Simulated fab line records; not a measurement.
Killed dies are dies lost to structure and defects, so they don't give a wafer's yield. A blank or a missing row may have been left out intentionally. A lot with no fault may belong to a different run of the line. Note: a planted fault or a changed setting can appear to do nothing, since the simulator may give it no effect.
Matching of chambers | flow sky130 | SKY_CONTACT_CMP_04 on cmp-01 has 4 sister chambers
The step polishes SiO2. 8 wafers are shown with their chamber, then 8 later ones without.

== WAFERS WITH THEIR CHAMBER ==
wafer  | chamber | motor_current_A (A) | time_to_endpoint_s (s)
L673.3 | 1       | 13.5                | 85
L673.6 | 3       | 12.7                | 84
L674.3 | 0       | 11.1                | 86
L674.5 | 3       | 12.1                | 84
L675.1 | 1       | 13.7                | 84
L675.2 | 2       | 10.6                | 91
L675.4 | 0       | 11.8                | 86
L677.1 | 2       | 11.1                | 81

== WAFERS WHOSE CHAMBER IS MISSING ==
wafer  | motor_current_A (A) | time_to_endpoint_s (s)
L677.2 | 13.8                | 77
L677.6 | 13.2                | 80
L678.3 | 11.8                | 85
L678.4 | 13.9                | 85
L678.5 | 11.9                | 86
L681.2 | 10.8                | 81
L681.5 | 11.3                | 82
L681.6 | 13.2                | 77

== EACH ONE'S CHAMBER ==
wafer  | from the rows above          | in truth
L677.2 | 1                            | 1
L677.6 | can't be placed: 1 or 3      | 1
L678.3 | can't be placed: 0 or 3 or 2 | 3
L678.4 | 1                            | 1
L678.5 | can't be placed: 0 or 3 or 2 | 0
L681.2 | can't be placed: 2 or 0      | 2
L681.5 | can't be placed: 0 or 2 or 3 | 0
L681.6 | can't be placed: 1 or 3      | 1
Correctly placed: 2 of 8. Can't be placed from these rows: 6 (the true chamber is among the candidates in 6). 0 placed wrongly.
How it was worked out, from the rows above alone: a wafer's distance from a chamber is the root of the sum, over the readings, of the square of ((its reading less the chamber's mean) divided by the reading's scatter). The wafer belongs to the nearest chamber; if the next one is less than 2 further off, it can't be placed. Each chamber's mean is taken over the wafers shown for it. How the scatter is found: for the shown wafers, subtract from each reading the mean of its chamber, square and add these, divide the total by (wafers less chambers), then take the root.
